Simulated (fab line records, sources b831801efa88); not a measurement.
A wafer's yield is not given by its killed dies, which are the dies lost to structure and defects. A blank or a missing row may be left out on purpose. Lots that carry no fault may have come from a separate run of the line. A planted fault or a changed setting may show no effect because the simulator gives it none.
Which of the tools did it?    flow sky130    36 wafers from 12 lots sampled at 4 of the route's 708 steps

== WHAT THE GAUGES READ, wafer by wafer ==
SKY_GATE_OXIDE_TW_MEAS_14.
lot   measured      on            GATE_OXIDE_TW
L428  day 14 18:02  filmMetro-04  223.7 223.5 223.4
L429  day 14 22:54  filmMetro-04  224.4 224.6 224.2
L430  day 15 06:23  filmMetro-04  225.6 225.4 224.7
L431  day 15 15:46  filmMetro-04  225.7 226.2 226.3
L435  day 17 02:36  filmMetro-03  221.2 222.1 222.3
L436  day 17 09:22  filmMetro-01  223.6 222.7 223.4
L437  day 17 18:50  filmMetro-03  223.2 222.5 221.6
L438  day 17 23:38  filmMetro-03  222.0 221.5 222.7
L439  day 18 11:56  filmMetro-03  221.8 221.8 222.1
L444  day 19 21:25  filmMetro-01  341.6 343.6 345.5
L445  day 20 01:37  filmMetro-04  344.2 345.2 348.2
L451  day 21 22:25  filmMetro-04  223.4 223.8 224.8

SKY_RES_PROTECT_TW_MEAS_08.
lot   measured      on            POLY_GATE_TW
L428  day 16 00:43  filmMetro-02  3993 4008 3996
L429  day 16 05:08  filmMetro-02  3967 3981 3965
L430  day 16 14:50  filmMetro-04  4045 4041 4017
L431  day 16 22:55  filmMetro-01  3989 4006 3997
L435  day 18 11:38  filmMetro-02  3950 3970 3987
L436  day 18 18:47  filmMetro-01  4045 4036 4034
L437  day 19 04:02  filmMetro-02  3991 4011 3970
L438  day 19 08:05  filmMetro-01  3998 4020 3997
L439  day 19 20:52  filmMetro-02  3938 3991 3975
L444  day 21 06:15  filmMetro-02  3993 3970 3991
L445  day 21 11:02  filmMetro-04  4040 4043 4029
L451  day 23 09:16  filmMetro-01  4017 4000 3993

SKY_POLY_GATE_OVL_MEAS_14.
lot   measured      on          POLY_GATE_OVL (nm)
L428  day 17 07:43  overlay-02  10 5 -5
L429  day 17 12:16  overlay-02  -5 1 -5
L430  day 17 23:13  overlay-01  -7 -6 -1
L431  day 18 06:40  overlay-01  -8 -10 -12
L435  day 19 20:22  overlay-01  -1 -4 8
L436  day 20 04:53  overlay-02  -6 1 -11
L437  day 20 11:43  overlay-01  0 6 3
L438  day 20 16:40  overlay-02  -10 -8 -8
L439  day 21 03:33  overlay-02  -6 -6 -10
L444  day 22 16:14  overlay-02  1 1 -2
L445  day 22 20:07  overlay-01  9 14 6
L451  day 24 17:43  overlay-01  3 6 0

== WHICH TOOL RAN EACH LOT (tool, then ch and the chambers of the sampled wafers, then the start) ==
lot   SKY_GATE_OXIDE_IMPLANT_11
L428  implanter-03 ch 0, day 14 17:41
L429  implanter-03 ch 0, day 14 22:33
L430  implanter-03 ch 0, day 15 06:03
L431  implanter-01 ch 0, day 15 15:27
L435  implanter-03 ch 0, day 17 02:15
L436  implanter-01 ch 0, day 17 09:01
L437  implanter-04 ch 0, day 17 18:28
L438  implanter-01 ch 0, day 17 23:16
L439  implanter-01 ch 0, day 18 11:37
L444  implanter-01 ch 0, day 19 21:05
L445  implanter-01 ch 0, day 20 01:15
L451  implanter-03 ch 0, day 21 22:06
- SKY_GATE_OXIDE_IMPLANT_11

== WHAT THE TOOLS THEMSELVES READ (means of the sampled wafers that have a number; where no wafer has one, the mark that the record gives instead) ==
SKY_GATE_OXIDE_IMPLANT_11.
lot   tool          doseIonsCm2  faradayCurrentUA
L428  implanter-03  2.6e+12      14.6
L429  implanter-03  2.6e+12      14.5
L430  implanter-03  2.6e+12      14.9
L431  implanter-01  2.6e+12      14.5
L435  implanter-03  2.6e+12      14.6
L436  implanter-01  2.6e+12      14.9
L437  implanter-04  2.6e+12      14.8
L438  implanter-01  2.6e+12      14.5
L439  implanter-01  2.6e+12      14.9
L444  implanter-01  1.1e+13      64.3
L445  implanter-01  1.1e+13      63.6
L451  implanter-03  2.6e+12      14.6

== THE ANSWER, worked out from the rows above alone ==
Rule: the usual values come from the lots themselves. Put in order of their means at a reading, lots are off if they are a third of the lots or fewer, leave a main group of 4 or more, and stand apart from it by a gap of 3 or more times the standard deviation of the main group's means; of several such gaps the widest counts. The tables above print the reading to a certain number of digits; a main group whose means all agree to those digits is not used. A lot without any number at a reading at which 4 lots or more have one is off too. The other lots that the step has rows for count as sound. The gauges are gone through in route order, then the tools' own readings, and for those a lot's mean is taken as printed above. The first step at which some lot is off is used, and at that step the reading that is off furthest; a lot without a number counts as furthest.
Off: at SKY_GATE_OXIDE_TW_MEAS_14 (GATE_OXIDE_TW), L444, L445. The main group has a mean of 223.5 with a standard deviation of 1.4.
If a tool, at a process step before that reading, ran all the lots that are off and no sound lot after the first of them, it fits. Not tried: the gauges at SKY_GATE_OXIDE_TW_MEAS_14; whatever is off there is also off at SKY_GATE_OXIDE_IMPLANT_11, on other tools, and gauge error can't account for it. One fits: implanter-01 at SKY_GATE_OXIDE_IMPLANT_11. Its last sound lot is L439 (day 18 11:37), its first lot that is off L444 (day 19 21:05): a fault that began between those two fits.
The tool's own readings at SKY_GATE_OXIDE_IMPLANT_11 bear it out: on the lots that are off they differ by more than 5 times the standard deviation of the sound lots' means. doseIonsCm2 reads 1.1e+13 there against 2.6e+12 on the sound lots; faradayCurrentUA reads 64.0 there against 14.7 on the sound lots.

== WHAT THE SIMULATOR HAD INSERTED ==
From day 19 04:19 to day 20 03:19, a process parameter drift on implanter-01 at SKY_GATE_OXIDE_IMPLANT_11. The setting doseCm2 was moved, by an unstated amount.
Struck lots among those shown: L444, L445. The rule above reached the same finding.
